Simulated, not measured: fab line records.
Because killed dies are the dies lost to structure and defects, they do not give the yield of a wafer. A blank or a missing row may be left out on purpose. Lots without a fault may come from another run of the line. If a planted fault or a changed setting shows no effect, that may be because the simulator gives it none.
fab line records + flow sky130
[record]
- lots = 7
- wafers = 21
- last-day = 52
route steps=708 shown VIA3@590 METAL4@598 CAP2M@603 PAD_OPEN@708
lots untouched by any fault: they come from a run of this same line in which no faults occurred
start-h: hours from the record's opening day to when the first of the lot's shown wafers began + wait-h: hours elapsed since this lot's preceding step + " same as the row above + L1.1+2: a single row standing in for several wafers + - no value, or no start was given + * or withheld: withheld + < > ~ a bound
route shown NAME@n: NAME is a module with steps in the file, n the number in the route of the first one + usual: mean/standard deviation of fault-free wafers + same: alike in all rows + chamber/n: place in a boat + sites: readings site by site + _std_site: the standard deviation of these + _edge_site: inner sites' mean taken away from outer sites' mean + radius-mm: for every site, how far away it sits from the centre of the wafer + mask NAME#n: copy n + behind: the last tool/chamber to shape the wafer + hold: why the lot was held/for how many hours/how that ended + device: which transistor (n, p or np) failed to switch + end of line: tests of these same wafers at the route's end + a step without rows: its recipe alone + killed: count of dies lost to structure and defects at first sort (not the wafer's yield) + map: the dies of a wafer, with x for killed, . for not killed, _ for no die there
set.NAME: the setting as run; set.NAME@STEP: as run at that earlier step + model.NAME: the simulator's own value behind a step, which no gauge read
certain route steps with their lots: each step a table, each wafer a row
services: a tool's chamber out of use, with start hour (start-h, from the record's first day; less than 0 if before it), hours out, and reason
[[steps]]
[step SKY_VIA3_STRIP_17]
[recipe]
- chemistry = post-etch-residue-remover
- time-s = 1200
- temp-c = 72.5
[step SKY_VIA3_CLEAN_18]
[recipe]
- chemistry = IPA
- time-s = 180
- temp-c = 25
[step SKY_VIA3_CLEAN_19]
[recipe]
- chemistry = O3/DIW
- dry = n2-spin
[step SKY_VIA3_SPUTTER_20]
[recipe]
- material = TiN
- target-thk-nm = 20
- chamber-pressure-pa = 5
- power-w = 4000
- time-s = 80
[step SKY_VIA3_CVD_21]
[recipe]
- material = W
- target-thk-nm = 390
- time-s = 117.31
- temp-c = 400
- pressure-torr = 40
[step SKY_VIA3_RS_MEAS_22]
[recipe]
- thk-meas-gauge = four-point-probe
- reads = W_of_VIA3_CVD_21+TiN_of_VIA3_SPUTTER_20
[usual]
- VIA3_W_RS = 0.296/0.0031
| lot.wafer | tool          | chamber | start-h | wait-h | VIA3_W_RS[ohm/sq] |
|-----------|---------------|---------|---------|--------|-------------------|
| L352.1    | film-metro-04 | -       | 987.91  | 0.1    | 0.293             |
| L352.4    | "             | -       | "       | "      | 0.296             |
| L352.5    | "             | -       | "       | "      | 0.288             |
| L357.2    | film-metro-04 | -       | 993.03  | 0.1    | 0.291             |
| L357.3    | "             | -       | "       | "      | 0.292             |
| L357.6    | "             | -       | "       | "      | 0.297             |
| L359.2    | film-metro-02 | -       | 994.47  | 0.1    | 0.297             |
| L359.4    | "             | -       | "       | "      | 0.296             |
| L359.6    | "             | -       | "       | "      | 0.295             |
| L362.1    | film-metro-03 | -       | 1000.84 | 0.1    | 0.288             |
| L362.2    | "             | -       | "       | "      | 0.294             |
| L362.4    | "             | -       | "       | "      | 0.294             |
| L366.1    | film-metro-04 | -       | 1123.91 | 0.1    | 0.302             |
| L366.2    | "             | -       | "       | "      | 0.301             |
| L366.6    | "             | -       | "       | "      | 0.301             |
| L369.2    | film-metro-02 | -       | 1124.63 | 0.1    | 0.295             |
| L369.4    | "             | -       | "       | "      | 0.296             |
| L369.6    | "             | -       | "       | "      | 0.293             |
| L372.2    | film-metro-04 | -       | 1128.82 | 0.1    | 0.296             |
| L372.5    | "             | -       | "       | "      | 0.300             |
| L372.6    | "             | -       | "       | "      | 0.299             |
[step SKY_VIA3_THK_MEAS_23]
[recipe]
- thk-meas-gauge = xrf
- reads = W_of_VIA3_CVD_21
[usual]
- VIA3_W_THK = 378/5
| lot.wafer | tool          | chamber | start-h | wait-h | VIA3_W_THK[nm] |
|-----------|---------------|---------|---------|--------|----------------|
| L352.1    | film-metro-04 | -       | 988.03  | 0.1    | 379            |
| L352.4    | "             | -       | "       | "      | 379            |
| L352.5    | "             | -       | "       | "      | 384            |
| L357.2    | film-metro-04 | -       | 993.14  | 0.1    | 382            |
| L357.3    | "             | -       | "       | "      | 380            |
| L357.6    | "             | -       | "       | "      | 375            |
| L359.2    | film-metro-02 | -       | 994.58  | 0.1    | 374            |
| L359.4    | "             | -       | "       | "      | 375            |
| L359.6    | "             | -       | "       | "      | 373            |
| L362.1    | film-metro-03 | -       | 1000.96 | 0.1    | 387            |
| L362.2    | "             | -       | "       | "      | 380            |
| L362.4    | "             | -       | "       | "      | 379            |
| L366.1    | film-metro-04 | -       | 1124.03 | 0.1    | 373            |
| L366.2    | "             | -       | "       | "      | 375            |
| L366.6    | "             | -       | "       | "      | 373            |
| L369.2    | film-metro-02 | -       | 1124.74 | 0.1    | 378            |
| L369.4    | "             | -       | "       | "      | 374            |
| L369.6    | "             | -       | "       | "      | 378            |
| L372.2    | film-metro-04 | -       | 1128.93 | 0.1    | 378            |
| L372.5    | "             | -       | "       | "      | 373            |
| L372.6    | "             | -       | "       | "      | 374            |
[step SKY_VIA3_CMP_24]
[recipe]
- stop-on = SiO2
- t-overpolish-s = 20
- down-force-psi = 3.5
- platen-rpm = 60
- target-thk-nm = 0
- pad-velocity-m-s = 0.94248
[usual]
- motor-current-A = 11.4/0.93
- overpolish-run-s = 20.000/0.0095
- slurry-filter-dp-kPa = 13.49/0.14
- time-to-endpoint-s = 95/6.4
| lot.wafer | tool   | chamber | start-h | wait-h | motor-current-A | overpolish-run-s | slurry-filter-dp-kPa | time-to-endpoint-s |
|-----------|--------|---------|---------|--------|-----------------|------------------|----------------------|--------------------|
| L352.4    | cmp-02 | 3       | 988.09  | 0.0    | 11.4            | 19.996           | 13.51                | 94                 |
| L352.1    | "      | 1       | "       | "      | 11.5            | 20.015           | 13.39                | 106                |
| L352.5    | "      | 3       | "       | "      | 11.7            | 19.992           | 13.23                | 95                 |
| L357.2    | cmp-01 | 1       | 993.24  | 0.1    | 10.2            | 20.009           | 13.59                | 94                 |
| L357.3    | "      | 3       | "       | "      | 11.4            | 20.009           | 13.66                | 96                 |
| L357.6    | "      | 1       | "       | "      | 9.8             | 19.988           | 13.39                | 91                 |
| L359.2    | cmp-02 | 3       | 994.73  | 0.1    | 12.1            | 20.002           | 13.43                | 85                 |
| L359.4    | "      | 0       | "       | "      | 10.6            | 19.999           | 13.56                | 95                 |
| L359.6    | "      | 1       | "       | "      | 10.9            | 20.016           | 13.42                | 103                |
| L362.2    | cmp-01 | 2       | 1001.02 | 0.0    | 12.5            | 20.020           | 13.37                | 100                |
| L362.4    | "      | 3       | "       | "      | 11.2            | 20.005           | 13.38                | 91                 |
| L362.1    | "      | 0       | "       | "      | 12.0            | 19.996           | 13.48                | 101                |
| L366.1    | cmp-01 | 1       | 1124.09 | 0.1    | 10.0            | 19.992           | 13.28                | 88                 |
| L366.2    | "      | 0       | "       | "      | 11.4            | 20.004           | 13.55                | 98                 |
| L366.6    | "      | 2       | "       | "      | 12.7            | 20.005           | 13.40                | 106                |
| L369.2    | cmp-02 | 0       | 1124.79 | 0.0    | 11.3            | 19.979           | 13.39                | 97                 |
| L369.4    | "      | 3       | "       | "      | 11.1            | 19.995           | 13.47                | 89                 |
| L369.6    | "      | 0       | "       | "      | 10.8            | 20.000           | 13.41                | 93                 |
| L372.2    | cmp-01 | 1       | 1129.03 | 0.1    | 10.4            | 20.012           | 13.59                | 86                 |
| L372.6    | "      | 0       | "       | "      | 11.7            | 19.996           | 13.48                | 96                 |
| L372.5    | "      | 1       | "       | "      | 9.9             | 19.992           | 13.47                | 86                 |
[step SKY_METAL4_SPUTTER_00]
[recipe]
- material = Ti
- target-thk-nm = 15
- power-w = 3000
- time-s = 10
- chamber-pressure-pa = 0.4
[usual]
- throttle-valve-pct = 29.8/1.2
[same]
- time-s = 10
| lot.wafer | tool           | chamber | start-h | wait-h | throttle-valve-pct |
|-----------|----------------|---------|---------|--------|--------------------|
| L352.1    | pvd-sputter-03 | -       | 988.39  | 0.1    | 30.2               |
| L352.4    | "              | -       | "       | "      | 28.0               |
| L352.5    | "              | -       | "       | "      | 28.1               |
| L357.2    | pvd-sputter-04 | -       | 993.49  | 0.2    | 32.7               |
| L357.3    | "              | -       | "       | "      | 29.6               |
| L357.6    | "              | -       | "       | "      | 29.6               |
| L359.2    | pvd-sputter-04 | -       | 994.93  | 0.1    | 29.2               |
| L359.4    | "              | -       | "       | "      | 32.7               |
| L359.6    | "              | -       | "       | "      | 29.0               |
| L362.1    | pvd-sputter-04 | -       | 1001.32 | 0.1    | 29.1               |
| L362.2    | "              | -       | "       | "      | 29.6               |
| L362.4    | "              | -       | "       | "      | 32.6               |
| L366.1    | pvd-sputter-01 | -       | 1124.39 | 0.2    | 29.2               |
| L366.2    | "              | -       | "       | "      | 30.0               |
| L366.6    | "              | -       | "       | "      | 27.9               |
| L369.2    | pvd-sputter-04 | -       | 1125.09 | 0.2    | 29.4               |
| L369.4    | "              | -       | "       | "      | 30.0               |
| L369.6    | "              | -       | "       | "      | 29.3               |
| L372.2    | pvd-sputter-04 | -       | 1129.28 | 0.2    | 29.6               |
| L372.5    | "              | -       | "       | "      | 29.4               |
| L372.6    | "              | -       | "       | "      | 29.4               |
[step SKY_METAL4_SPUTTER_01]
[recipe]
- material = TiN
- target-thk-nm = 20
- power-w = 6500
- time-s = 16.7
- chamber-pressure-pa = 0.4
[step SKY_METAL4_SPUTTER_02]
[recipe]
- material = AlCu
- target-thk-nm = 735
- power-w = 10600
- time-s = 39.1
- chamber-pressure-pa = 0.4
[usual]
- throttle-valve-pct = 29.8/1.2
[same]
- time-s = 39.1
| lot.wafer | tool           | chamber | start-h | wait-h | throttle-valve-pct |
|-----------|----------------|---------|---------|--------|--------------------|
| L352.1    | pvd-sputter-03 | -       | 988.44  | 0.0    | 30.3               |
| L352.4    | "              | -       | "       | "      | 27.9               |
| L352.5    | "              | -       | "       | "      | 28.2               |
| L357.2    | pvd-sputter-04 | -       | 993.54  | 0.0    | 32.7               |
| L357.3    | "              | -       | "       | "      | 29.5               |
| L357.6    | "              | -       | "       | "      | 29.6               |
| L359.2    | pvd-sputter-04 | -       | 994.98  | 0.0    | 29.1               |
| L359.4    | "              | -       | "       | "      | 32.8               |
| L359.6    | "              | -       | "       | "      | 29.0               |
| L362.1    | pvd-sputter-04 | -       | 1001.37 | 0.0    | 29.2               |
| L362.2    | "              | -       | "       | "      | 29.4               |
| L362.4    | "              | -       | "       | "      | 32.5               |
| L366.1    | pvd-sputter-01 | -       | 1124.44 | 0.0    | 29.3               |
| L366.2    | "              | -       | "       | "      | 29.6               |
| L366.6    | "              | -       | "       | "      | 28.3               |
| L369.2    | pvd-sputter-04 | -       | 1125.14 | 0.0    | 29.5               |
| L369.4    | "              | -       | "       | "      | 29.8               |
| L369.6    | "              | -       | "       | "      | 29.5               |
| L372.2    | pvd-sputter-04 | -       | 1129.32 | 0.0    | 29.5               |
| L372.5    | "              | -       | "       | "      | 29.6               |
| L372.6    | "              | -       | "       | "      | 29.6               |
[step SKY_METAL4_SPUTTER_03]
[recipe]
- material = Ti
- target-thk-nm = 5
- power-w = 3000
- time-s = 3.3
- chamber-pressure-pa = 0.4
[usual]
- throttle-valve-pct = 29.8/1.2
[same]
- time-s = 3.3
| lot.wafer | tool           | chamber | start-h | wait-h | throttle-valve-pct |
|-----------|----------------|---------|---------|--------|--------------------|
| L352.1    | pvd-sputter-03 | -       | 988.47  | 0.0    | 30.6               |
| L352.4    | "              | -       | "       | "      | 28.1               |
| L352.5    | "              | -       | "       | "      | 28.1               |
| L357.2    | pvd-sputter-04 | -       | 993.57  | 0.0    | 32.7               |
| L357.3    | "              | -       | "       | "      | 29.4               |
| L357.6    | "              | -       | "       | "      | 29.8               |
| L359.2    | pvd-sputter-04 | -       | 995.02  | 0.0    | 29.1               |
| L359.4    | "              | -       | "       | "      | 32.5               |
| L359.6    | "              | -       | "       | "      | 29.3               |
| L362.1    | pvd-sputter-04 | -       | 1001.41 | 0.0    | 29.2               |
| L362.2    | "              | -       | "       | "      | 29.3               |
| L362.4    | "              | -       | "       | "      | 32.7               |
| L366.1    | pvd-sputter-01 | -       | 1124.48 | 0.0    | 29.4               |
| L366.2    | "              | -       | "       | "      | 29.5               |
| L366.6    | "              | -       | "       | "      | 28.4               |
| L369.2    | pvd-sputter-04 | -       | 1125.18 | 0.0    | 29.7               |
| L369.4    | "              | -       | "       | "      | 29.6               |
| L369.6    | "              | -       | "       | "      | 29.7               |
| L372.2    | pvd-sputter-04 | -       | 1129.36 | 0.0    | 29.4               |
| L372.5    | "              | -       | "       | "      | 29.5               |
| L372.6    | "              | -       | "       | "      | 30.0               |
[step SKY_METAL4_SPUTTER_04]
[recipe]
- material = TiN
- target-thk-nm = 70
- power-w = 6500
- time-s = 58.3
- chamber-pressure-pa = 0.4
[usual]
- throttle-valve-pct = 29.8/1.2
| lot.wafer | tool           | chamber | start-h | wait-h | throttle-valve-pct | model.TiN_of_METAL4_SPUTTER_04.thk-nm |
|-----------|----------------|---------|---------|--------|--------------------|---------------------------------------|
| L352.1    | pvd-sputter-03 | -       | 988.49  | 0.0    | 30.1               | 69.83                                 |
| L352.4    | "              | -       | "       | "      | 27.8               | 70.34                                 |
| L352.5    | "              | -       | "       | "      | 28.1               | 70.04                                 |
| L357.2    | pvd-sputter-04 | -       | 993.59  | 0.0    | 32.7               | 77.77                                 |
| L357.3    | "              | -       | "       | "      | 29.5               | 70.65                                 |
| L357.6    | "              | -       | "       | "      | 29.8               | 70.47                                 |
| L359.2    | pvd-sputter-04 | -       | 995.04  | 0.0    | 29.0               | 78.6                                  |
| L359.4    | "              | -       | "       | "      | 32.7               | 78.04                                 |
| L359.6    | "              | -       | "       | "      | 29.2               | 70.69                                 |
| L362.1    | pvd-sputter-04 | -       | 1001.43 | 0.0    | 28.9               | 79.77                                 |
| L362.2    | "              | -       | "       | "      | 29.7               | 79.7                                  |
| L362.4    | "              | -       | "       | "      | 32.6               | 79.64                                 |
| L366.1    | pvd-sputter-01 | -       | 1124.50 | 0.0    | 29.3               | 71.31                                 |
| L366.2    | "              | -       | "       | "      | 29.8               | 70                                    |
| L366.6    | "              | -       | "       | "      | 28.2               | 70                                    |
| L369.2    | pvd-sputter-04 | -       | 1125.20 | 0.0    | 29.3               | 70.35                                 |
| L369.4    | "              | -       | "       | "      | 29.7               | 70.04                                 |
| L369.6    | "              | -       | "       | "      | 29.2               | 69.98                                 |
| L372.2    | pvd-sputter-04 | -       | 1129.38 | 0.0    | 29.7               | 70.69                                 |
| L372.5    | "              | -       | "       | "      | 29.4               | 70.1                                  |
| L372.6    | "              | -       | "       | "      | 29.6               | 70.05                                 |
[step SKY_CAP2M_CVD_00]
[recipe]
- material = SiO2
- target-thk-nm = 15.5
- temp-c = 400
- time-s = withheld
- rf-w = 450
[usual]
- heater-power-w = 662/71
- rf-fwd-power-W = 442.1/2.6
| lot.wafer | tool     | chamber | start-h | wait-h | heater-power-w | rf-fwd-power-W |
|-----------|----------|---------|---------|--------|----------------|----------------|
| L352.1    | pecvd-02 | 2       | 988.54  | 0.0    | 713            | 443.4          |
| L352.4    | "        | 0       | "       | "      | 695            | 443.8          |
| L352.5    | "        | 2       | "       | "      | 716            | 445.3          |
| L357.2    | pecvd-01 | 2       | 993.64  | 0.0    | 555            | 440.1          |
| L357.3    | "        | 0       | "       | "      | 708            | 445.8          |
| L357.6    | "        | 1       | "       | "      | 700            | 444.2          |
| L359.2    | pecvd-01 | 1       | 995.09  | 0.0    | 592            | 442.4          |
| L359.4    | "        | 1       | "       | "      | 590            | 441.6          |
| L359.6    | "        | 2       | "       | "      | 544            | 439.4          |
| L362.1    | pecvd-02 | 0       | 1001.48 | 0.0    | 683            | 442.5          |
| L362.2    | "        | 2       | "       | "      | 727            | 443.0          |
| L362.4    | "        | 0       | "       | "      | 699            | 443.8          |
| L366.1    | pecvd-02 | 0       | 1124.55 | 0.0    | 761            | 443.5          |
| L366.2    | "        | 1       | "       | "      | 726            | 439.4          |
| L366.6    | "        | 1       | "       | "      | 723            | 437.6          |
| L369.2    | pecvd-01 | 2       | 1125.25 | 0.0    | 574            | 439.8          |
| L369.4    | "        | 2       | "       | "      | 589            | 439.3          |
| L369.6    | "        | 1       | "       | "      | 555            | 442.1          |
| L372.2    | pecvd-01 | 2       | 1129.43 | 0.0    | 551            | 438.3          |
| L372.5    | "        | 2       | "       | "      | 563            | 437.9          |
| L372.6    | "        | 1       | "       | "      | 625            | 440.9          |
[step SKY_PAD_OPEN_PROBE_99]
[usual]
- defect-limited-yield = 82.5/1.8
- killed_at_M0_to_M3 = 45/6.3
- killed_at_M4_up = 2.8/1.6
- killed-at-contacts = 24/5.1
- killed-at-front-end = 14/4.4
- killed-at-other = 0.4/0.73
- killed-dies = 86/9
- killed-open = 47/7.8
- killed-short = 39/6.6
- sort_bin_3_pad_short = 0.8/0.42
- sort_bin_5_function = 10.3/1.4
- sort_bin_6_memory = 6.3/1.2
- sort-n-pass = 406/9
- sort-yield-pct = 82.5/1.8
[same]
- gross-dies = 492
- killed-at-back-side = 0
- sort_bin_4_leakage[%] = 0
- sort_bin_8_speed[%] = 0
| lot.wafer | tool      | chamber | start-h | wait-h | defect-limited-yield[%] | killed_at_M0_to_M3 | killed_at_M4_up | killed-at-contacts | killed-at-front-end | killed-at-other | killed-dies | killed-open | killed-short | sort_bin_3_pad_short[%] | sort_bin_5_function[%] | sort_bin_6_memory[%] | sort-n-pass | sort-yield-pct[%] |
|-----------|-----------|---------|---------|--------|-------------------------|--------------------|-----------------|--------------------|---------------------|-----------------|-------------|-------------|--------------|-------------------------|------------------------|----------------------|-------------|-------------------|
| L352.1    | prober-01 | -       | 1134.95 | 0.1    | 82.9                    | 37                 | 2               | 31                 | 14                  | 0               | 84          | 53          | 31           | 0.6                     | 10.2                   | 6.3                  | 408         | 82.9              |
| L352.4    | prober-01 | -       | 1135.10 | 0.2    | 83.1                    | 37                 | 3               | 28                 | 15                  | 0               | 83          | 49          | 34           | 0.2                     | 11.4                   | 5.3                  | 409         | 83.1              |
| L352.5    | prober-01 | -       | 1135.15 | 0.2    | 78.3                    | 56                 | 3               | 31                 | 17                  | 0               | 107         | 53          | 54           | 1.2                     | 13.2                   | 7.3                  | 385         | 78.3              |
| L357.2    | prober-02 | -       | 1139.65 | 0.1    | 83.7                    | 41                 | 2               | 22                 | 15                  | 0               | 80          | 41          | 39           | 0.8                     | 8.7                    | 6.7                  | 412         | 83.7              |
| L357.6    | prober-02 | -       | 1139.85 | 0.2    | 82.7                    | 41                 | 3               | 24                 | 17                  | 0               | 85          | 47          | 37           | 0.6                     | 10.2                   | 6.5                  | 407         | 82.7              |
| L359.2    | prober-02 | -       | 1140.08 | 0.1    | 85.6                    | 37                 | 1               | 20                 | 13                  | 0               | 71          | 34          | 37           | 0.4                     | 8.9                    | 5.1                  | 421         | 85.6              |
| L359.4    | prober-02 | -       | 1140.18 | 0.2    | 84.3                    | 44                 | 1               | 20                 | 12                  | 0               | 77          | 44          | 31           | 0.4                     | 11.0                   | 4.3                  | 415         | 84.3              |
| L359.6    | prober-02 | -       | 1140.28 | 0.2    | 84.1                    | 42                 | 3               | 25                 | 8                   | 0               | 78          | 40          | 38           | 1.0                     | 9.3                    | 5.5                  | 414         | 84.1              |
| L362.1    | prober-01 | -       | 1145.29 | 0.1    | 85.4                    | 42                 | 4               | 15                 | 11                  | 0               | 72          | 42          | 30           | 0.2                     | 9.3                    | 5.1                  | 420         | 85.4              |
| L362.2    | prober-01 | -       | 1145.34 | 0.1    | 84.8                    | 33                 | 3               | 21                 | 18                  | 0               | 75          | 39          | 35           | 1.2                     | 8.1                    | 5.9                  | 417         | 84.8              |
| L362.4    | prober-01 | -       | 1145.44 | 0.2    | 80.5                    | 50                 | 1               | 29                 | 16                  | 0               | 96          | 50          | 46           | 0.6                     | 11.6                   | 7.3                  | 396         | 80.5              |
| L366.1    | prober-02 | -       | 1239.39 | 0.1    | 86.4                    | 32                 | 2               | 15                 | 17                  | 1               | 67          | 30          | 36           | 1.2                     | 7.1                    | 5.3                  | 425         | 86.4              |
| L366.2    | prober-02 | -       | 1239.44 | 0.1    | 80.7                    | 55                 | 0               | 23                 | 16                  | 1               | 95          | 52          | 43           | 1.0                     | 14.2                   | 4.1                  | 397         | 80.7              |
| L366.6    | prober-02 | -       | 1239.64 | 0.2    | 80.5                    | 55                 | 3               | 22                 | 15                  | 1               | 96          | 48          | 47           | 1.4                     | 12.0                   | 6.1                  | 396         | 80.5              |
| L369.2    | prober-01 | -       | 1239.98 | 0.1    | 80.7                    | 49                 | 3               | 32                 | 11                  | 0               | 95          | 46          | 49           | 1.2                     | 10.8                   | 7.3                  | 397         | 80.7              |
| L369.4    | prober-01 | -       | 1240.08 | 0.2    | 81.9                    | 46                 | 1               | 28                 | 14                  | 0               | 89          | 48          | 40           | 0.8                     | 11.0                   | 6.3                  | 403         | 81.9              |
| L369.6    | prober-01 | -       | 1240.18 | 0.2    | 82.7                    | 40                 | 3               | 20                 | 21                  | 1               | 85          | 52          | 32           | 0.6                     | 10.6                   | 6.1                  | 407         | 82.7              |
// killed by level:class
L352.1 VIA1:geometric-particle:open=13 CONTACT:geometric-particle:open=11 LI_CONTACT:geometric-particle:open=9 POLY_GATE:geometric-particle:open=6 METAL1:geometric-particle:short=5 LI_CONTACT:geometric-particle:short=4 LOCAL_INTERCONNECT:geometric-particle:short=4 VIA2:geometric-particle:open=4
L352.4 VIA1:geometric-particle:open=14 CONTACT:geometric-particle:open=10 FIELD_ISO:geometric-particle:short=9 LI_CONTACT:geometric-particle:open=8 CONTACT:geometric-particle:short=6 VIA2:geometric-particle:open=6 FIELD_ISO:geometric-particle:open=3 METAL1:geometric-particle:short=3
L352.5 CONTACT:geometric-particle:open=11 VIA1:geometric-particle:open=8 VIA3:geometric-particle:open=8 METAL1:geometric-particle:short=7 METAL3:geometric-particle:short=7 FIELD_ISO:geometric-particle:short=6 LI_CONTACT:geometric-particle:open=6 VIA2:geometric-particle:open=6
L357.2 FIELD_ISO:geometric-particle:short=7 CONTACT:geometric-particle:open=7 VIA2:geometric-particle:open=7 VIA3:geometric-particle:open=7 LI_CONTACT:geometric-particle:open=6 METAL3:geometric-particle:short=6 VIA1:geometric-particle:open=5 POLY_GATE:geometric-particle:short=4
L357.6 VIA1:geometric-particle:open=10 LI_CONTACT:geometric-particle:open=8 FIELD_ISO:geometric-particle:short=7 VIA2:geometric-particle:open=7 METAL1:geometric-particle:short=6 CONTACT:geometric-particle:open=6 VIA3:geometric-particle:open=5 VIA1:geometric-particle:short=4
L359.2 VIA1:geometric-particle:open=8 METAL1:geometric-particle:short=7 VIA1:geometric-particle:short=7 LI_CONTACT:geometric-particle:open=6 CONTACT:geometric-particle:short=5 VIA2:geometric-particle:open=5 POLY_GATE:geometric-particle:open=4 LOCAL_INTERCONNECT:geometric-particle:short=4
L359.4 VIA1:geometric-particle:open=9 LI_CONTACT:geometric-particle:open=7 CONTACT:geometric-particle:open=7 METAL1:geometric-particle:short=6 VIA3:geometric-particle:open=6 VIA2:geometric-particle:open=5 FIELD_ISO:geometric-particle:open=4 CONTACT:geometric-particle:short=4
L359.6 CONTACT:geometric-particle:open=10 VIA1:geometric-particle:open=7 VIA1:geometric-particle:short=5 VIA2:geometric-particle:short=5 METAL2:geometric-particle:short=5 VIA3:geometric-particle:open=5 FIELD_ISO:geometric-particle:short=4 VIA2:geometric-particle:open=4
L362.1 VIA1:geometric-particle:open=16 LI_CONTACT:geometric-particle:open=5 FIELD_ISO:geometric-particle:short=4 METAL3:geometric-particle:short=4 LOCAL_INTERCONNECT:geometric-particle:short=4 CONTACT:geometric-particle:open=4 METAL1:geometric-particle:short=4 VIA3:geometric-particle:open=4
L362.2 LI_CONTACT:geometric-particle:open=8 FIELD_ISO:geometric-particle:short=7 VIA3:geometric-particle:open=6 CONTACT:geometric-particle:short=5 VIA2:geometric-particle:open=5 METAL1:geometric-particle:short=4 VIA1:geometric-particle:open=4 FIELD_ISO:geometric-particle:open=3
L362.4 LI_CONTACT:geometric-particle:open=9 CONTACT:geometric-particle:open=9 VIA3:geometric-particle:short=9 METAL2:geometric-particle:short=8 VIA3:geometric-particle:open=7 VIA1:geometric-particle:open=6 VIA2:geometric-particle:open=6 FIELD_ISO:geometric-particle:open=5
L366.1 FIELD_ISO:geometric-particle:short=6 CONTACT:geometric-particle:open=6 METAL3:geometric-particle:short=6 VIA2:geometric-particle:open=6 METAL2:geometric-particle:short=5 LI_CONTACT:geometric-particle:open=4 VIA3:geometric-particle:open=4 FIELD_ISO:geometric-particle:open=3
L366.2 VIA1:geometric-particle:open=14 VIA2:geometric-particle:open=10 VIA1:geometric-particle:short=8 FIELD_ISO:geometric-particle:open=7 VIA3:geometric-particle:open=7 LI_CONTACT:geometric-particle:open=6 METAL1:geometric-particle:short=6 LOCAL_INTERCONNECT:geometric-particle:short=5
L366.6 VIA3:geometric-particle:open=10 METAL2:geometric-particle:short=8 VIA2:geometric-particle:open=8 FIELD_ISO:geometric-particle:open=6 LI_CONTACT:geometric-particle:open=6 CONTACT:geometric-particle:open=6 VIA1:geometric-particle:short=6 METAL3:geometric-particle:short=5
L369.2 CONTACT:geometric-particle:open=10 VIA2:geometric-particle:open=9 VIA1:geometric-particle:open=9 LI_CONTACT:geometric-particle:short=8 LOCAL_INTERCONNECT:geometric-particle:short=6 METAL2:geometric-particle:short=5 VIA3:geometric-particle:short=5 VIA3:geometric-particle:open=5
L369.4 VIA1:geometric-particle:open=10 CONTACT:geometric-particle:open=9 VIA3:geometric-particle:open=9 VIA1:geometric-particle:short=7 LI_CONTACT:geometric-particle:open=7 CONTACT:geometric-particle:short=4 LOCAL_INTERCONNECT:geometric-particle:short=4 METAL1:geometric-particle:short=4
L369.6 VIA1:geometric-particle:open=13 CONTACT:geometric-particle:open=11 METAL2:geometric-particle:short=9 FIELD_ISO:geometric-particle:open=5 LI_CONTACT:geometric-particle:open=5 VIA2:geometric-particle:open=5 POLY_GATE:geometric-particle:open=4 VIA1:geometric-particle:short=4
[[services]]
| tool           | chamber | start-h | hours | kind                           |
|----------------|---------|---------|-------|--------------------------------|
| pvd-sputter-01 | -       | 990.40  | 2.7   | repair                         |
| pecvd-02       | 1       | 999.38  | -     | clean                          |
| pecvd-02       | 1       | 999.38  | -     | consumable-replace:showerhead  |
| pecvd-02       | 1       | 999.38  | 29.0  | scheduled-down                 |
| pecvd-02       | 1       | 999.38  | 29.0  | vent-cycle                     |
| pecvd-01       | 2       | 1002.39 | 16.5  | scheduled-down                 |
| cmp-01         | -       | 1005.91 | 0.6   | repair                         |
| cmp-01         | -       | 1006.19 | 1.1   | repair                         |
| cmp-01         | -       | 1025.01 | 0.5   | repair                         |
| pvd-sputter-03 | -       | 1033.16 | 2.4   | repair                         |
| pvd-sputter-04 | -       | 1035.67 | 1.0   | repair                         |
| pecvd-01       | 2       | 1043.02 | 2.1   | scheduled-down                 |
| pvd-sputter-04 | -       | 1064.81 | 2.5   | repair                         |
| cmp-02         | -       | 1084.15 | 4.0   | pm                             |
| cmp-02         | -       | 1088.15 | -     | consumable-replace:conditioner |
| cmp-02         | -       | 1088.15 | -     | consumable-replace:pad         |
| pvd-sputter-03 | -       | 1102.28 | 3.6   | repair                         |
| pvd-sputter-04 | -       | 1107.19 | 1.0   | repair                         |
| pecvd-02       | 2       | 1118.70 | 16.5  | scheduled-down                 |
[[key]]
first-sign none at tools or gauges
[model-effect]
- step = SKY_METAL4_SPUTTER_04
- value = TiN_of_METAL4_SPUTTER_04.thk-nm
- without = 70.77
- struck = 78.92
met-at SKY_METAL4_SPUTTER_04
struck-wafers L357.2,L359.2,L359.4,L362.1,L362.2,L362.4
[fault]
- kind = process-parameter-drift
- tool = pvd-sputter-04
- chamber = -
- onset-h = 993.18
- steps = SKY_METAL4_SPUTTER_04
- channel = time-s
- offset = *
- shape = step
- end-h = 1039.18
- scope = struck-wafers-only
- acts-in = *
- stated = *
